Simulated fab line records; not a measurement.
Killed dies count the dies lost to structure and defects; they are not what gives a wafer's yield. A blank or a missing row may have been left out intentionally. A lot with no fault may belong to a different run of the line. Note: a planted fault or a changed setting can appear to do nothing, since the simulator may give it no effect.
Which tool did it? | flow sky130 | 13 lots with 39 wafers sampled at 5 steps, on a route of 708 steps

## WHAT EACH GAUGE READ, for each wafer
SKY_NWELL_TW_MEAS_15. Usual: NWELL_TW 1828, standard deviation 20.
lot  | measured     | on            | NWELL_TW       | flag
L662 | day 4 19:33  | film metro-01 | 1815 1820 1816 |
L663 | day 5 03:28  | film metro-02 | 1819 1815 1811 |
L664 | day 5 07:37  | film metro-02 | 1811 1803 1804 |
L665 | day 5 14:32  | film metro-02 | 1812 1814 1811 |
L668 | day 6 07:20  | film metro-02 | 1808 1806 1805 |
L669 | day 6 12:50  | film metro-01 | 1854 1850 1846 |
L672 | day 7 03:32  | film metro-03 | 1840 1851 1851 |
L679 | day 9 02:28  | film metro-02 | 1817 1816 1810 |
L680 | day 9 06:30  | film metro-01 | 1841 1846 1843 |
L681 | day 9 12:52  | film metro-02 | 1817 1820 1821 |
L682 | day 9 21:51  | film metro-01 | 1855 1851 1849 |
L683 | day 10 03:02 | film metro-03 | 1855 1852 1852 |
L684 | day 10 12:02 | film metro-02 | 1798 1813 1804 |

SKY_NWELL_TW_MEAS_26. Usual: NWELL_2_TW 500, standard deviation 5.8.
lot  | measured     | on            | NWELL_2_TW  | flag
L662 | day 5 13:18  | film metro-02 | 493 494 493 |
L663 | day 5 21:28  | film metro-02 | 495 496 493 |
L664 | day 6 00:56  | film metro-01 | 504 505 506 |
L665 | day 6 08:20  | film metro-02 | 493 495 494 |
L668 | day 7 02:23  | film metro-01 | 507 506 507 |
L669 | day 7 08:08  | film metro-03 | 505 507 506 |
L672 | day 7 23:08  | film metro-02 | 495 490 493 |
L679 | day 10 00:19 | film metro-03 | 504 504 506 |
L680 | day 10 04:50 | film metro-02 | 494 495 495 |
L681 | day 10 11:29 | film metro-03 | 504 503 503 |
L682 | day 10 20:21 | film metro-02 | 494 491 490 |
L683 | day 11 01:14 | film metro-03 | 504 503 506 |
L684 | day 11 12:08 | film metro-01 | 507 507 507 |

SKY_VT_ADJUST_LVTN_TW_MEAS_10. Usual: VT_ADJUST_LVTN_TW 243.5, standard deviation 2.3.
lot  | measured     | on            | VT_ADJUST_LVTN_TW | flag
L662 | day 7 02:45  | film metro-03 | 245.5 245.0 246.5 |
L663 | day 7 11:57  | film metro-04 | 241.8 242.9 242.5 |
L664 | day 7 16:34  | film metro-01 | 247.0 246.9 245.7 |
L665 | day 8 00:02  | film metro-03 | 245.8 245.5 245.7 |
L668 | day 8 19:11  | film metro-03 | 246.4 246.3 247.5 |
L669 | day 9 01:49  | film metro-03 | 275.0 273.6 274.6 | OFF
L672 | day 9 17:56  | film metro-03 | 275.4 272.5 275.8 | OFF
L679 | day 11 23:44 | film metro-03 | 245.1 245.6 246.0 |
L680 | day 12 04:23 | film metro-04 | 240.6 240.1 241.3 |
L681 | day 12 11:25 | film metro-04 | 241.5 241.9 241.2 |
L682 | day 12 21:42 | film metro-03 | 243.5 243.3 244.9 |
L683 | day 13 03:14 | film metro-04 | 241.2 240.6 240.9 |
L684 | day 13 15:19 | film metro-03 | 245.4 245.8 246.2 |

SKY_VT_ADJUST_PCH_TW_MEAS_10. Usual: VT_ADJUST_PCH_TW 143.0, standard deviation 1.3.
lot  | measured     | on            | VT_ADJUST_PCH_TW  | flag
L662 | day 10 14:40 | film metro-04 | 143.4 142.1 142.2 |
L663 | day 11 02:53 | film metro-03 | 144.5 145.9 144.1 |
L664 | day 11 06:38 | film metro-02 | 142.7 142.0 141.9 |
L665 | day 11 17:32 | film metro-03 | 144.8 144.6 144.9 |
L668 | day 12 15:16 | film metro-04 | 143.4 143.1 143.3 |
L669 | day 12 22:31 | film metro-04 | 143.9 143.7 142.5 |
L672 | day 13 17:45 | film metro-04 | 142.2 143.5 141.2 |
L679 | day 16 08:50 | film metro-04 | 144.1 142.6 142.3 |
L680 | day 16 14:47 | film metro-02 | 142.0 141.8 141.6 |
L681 | day 16 21:55 | film metro-02 | 142.0 141.7 141.9 |
L682 | day 17 08:30 | film metro-03 | 145.7 145.9 146.5 |
L683 | day 17 16:06 | film metro-03 | 145.6 145.6 145.7 |
L684 | day 18 05:52 | film metro-02 | 142.4 141.5 142.5 |

## WHAT TOOL EACH LOT RAN ON (gives the tool, then ch and the chambers of the sampled wafers, and finally the start)
lot  | SKY_VT_ADJUST_LVTN_IMPLANT_08
L662 | implanter-02 ch 0, day 7 02:32
L663 | implanter-02 ch 0, day 7 11:44
L664 | implanter-01 ch 0, day 7 16:19
L665 | implanter-01 ch 0, day 7 23:48
L668 | implanter-04 ch 0, day 8 18:56
L669 | implanter-04 ch 0, day 9 01:34
L672 | implanter-04 ch 0, day 9 17:42
L679 | implanter-01 ch 0, day 11 23:29
L680 | implanter-02 ch 0, day 12 04:09
L681 | implanter-01 ch 0, day 12 11:10
L682 | implanter-04 ch 0, day 12 21:30
L683 | implanter-04 ch 0, day 13 02:59
L684 | implanter-02 ch 0, day 13 15:04
- SKY_VT_ADJUST_LVTN_IMPLANT_08

## AS READ BY THE TOOLS THEMSELVES (means over the sampled wafers that have a number; for cases with no such wafer, the mark the record gives instead)
SKY_VT_ADJUST_LVTN_IMPLANT_08. Usual: dose ions cm2 1.5701e+12, standard deviation 1.9e+09; faraday current uA 8.87, standard deviation 0.16.
lot  | tool         | dose ions cm2 | faraday current uA | flag
L662 | implanter-02 | 1.5686e+12    | 8.93               |
L663 | implanter-02 | 1.5676e+12    | 8.60               |
L664 | implanter-01 | 1.5686e+12    | 8.82               |
L665 | implanter-01 | 1.5713e+12    | 8.96               |
L668 | implanter-04 | 1.5719e+12    | 8.84               |
L669 | implanter-04 | 2.3091e+12    | 12.93              | OFF
L672 | implanter-04 | 2.3078e+12    | 13.16              | OFF
L679 | implanter-01 | 1.5712e+12    | 8.71               |
L680 | implanter-02 | 1.5730e+12    | 8.83               |
L681 | implanter-01 | 1.5713e+12    | 8.98               |
L682 | implanter-04 | 1.5722e+12    | 8.93               |
L683 | implanter-04 | 1.5726e+12    | 8.87               |
L684 | implanter-02 | 1.5698e+12    | 8.91               |

## THE ANSWER, worked out from the rows above alone
Rule: a lot counts as off when the mean over its wafers that have a number is more than 3 standard deviations away from the usual mean. Also off: a lot with no number at a reading for which 4 or more lots have one. The other lots that the step has rows for count as sound. Order of review: gauges by route order, followed by the tools' own readings, for which a lot's mean as printed above is used. The first step at which some lot is off is used, and at that step the reading that is off furthest; a lot without a number counts as furthest.
Off: L669, L672, at SKY_VT_ADJUST_LVTN_TW_MEAS_10 (VT_ADJUST_LVTN_TW).
A tool fits if, at a process step before that reading, it ran every lot that is off, and no sound lot after the first of them. Not tried: the gauges at SKY_VT_ADJUST_LVTN_TW_MEAS_10; whatever is off there is also off at SKY_VT_ADJUST_LVTN_IMPLANT_08, on other tools, and gauge error can't account for it. None of those tried fits.

## WHAT HAD BEEN PUT IN BY THE SIMULATOR
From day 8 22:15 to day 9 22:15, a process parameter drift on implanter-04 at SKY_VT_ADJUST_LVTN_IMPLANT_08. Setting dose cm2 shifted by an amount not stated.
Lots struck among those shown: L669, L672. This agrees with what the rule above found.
